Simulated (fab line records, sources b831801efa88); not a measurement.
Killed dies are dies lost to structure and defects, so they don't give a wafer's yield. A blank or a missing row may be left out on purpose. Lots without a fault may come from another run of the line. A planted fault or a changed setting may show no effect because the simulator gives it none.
Chamber matching | flow sky130 | SKY_PASSIVATION_ETCH_11 on rie_diel-01: 4 sister chambers
The step etches the open film in CF4/O2, stops on AlCu, target depth 725 nm, time 161.1 s. 7 wafers are shown with their chamber, then 8 later ones without.

WAFERS WITH THEIR CHAMBER
wafer  | chamber | drypump_motor_current_A (A) | oes_product_au (a.u.)
L078.5 | 3       | 6.2                         | 0.978
L082.4 | 2       | 5.7                         | 0.977
L084.5 | 0       | 5.7                         | 0.971
L089.2 | 1       | 5.5                         | 0.971
L089.4 | 0       | 5.6                         | 0.985
L089.5 | 2       | 5.7                         | 0.983
L091.1 | 1       | 5.5                         | 0.973

WAFERS WITHOUT THEIR CHAMBER
wafer  | drypump_motor_current_A (A) | oes_product_au (a.u.)
L091.2 | 5.7                         | 0.979
L091.4 | 6.2                         | 0.977
L095.1 | 5.5                         | 0.971
L095.4 | 6.1                         | 0.983
L095.5 | 5.5                         | 0.972
L097.1 | 5.7                         | 0.966
L097.4 | 6.1                         | 0.985
L097.5 | 6.1                         | 0.979

WHICH CHAMBER EACH WENT THROUGH
wafer  | from the rows above     | in truth
L091.2 | can't be placed: 2 or 0 | 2
L091.4 | 3                       | 3
L095.1 | 1                       | 1
L095.4 | 3                       | 3
L095.5 | 1                       | 1
L097.1 | can't be placed: 2 or 0 | 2
L097.4 | 3                       | 3
L097.5 | 3                       | 3
Placed correctly: 6 of 8. Can't be placed from these rows: 2 (the true chamber is among the candidates in 2). Placed wrongly: 0.
How it was worked out, from the rows above alone: a wafer's distance from a chamber is the root of the sum, over the readings, of the square of ((its reading less the chamber's mean) divided by the reading's scatter). The wafer belongs to the nearest chamber; if the next one is less than 2 further off, it can't be placed. A chamber's mean is the mean of its shown wafers. The scatter: the root of (the sum of the squares of (reading less its chamber's mean) over the shown wafers, divided by (wafers less chambers)).
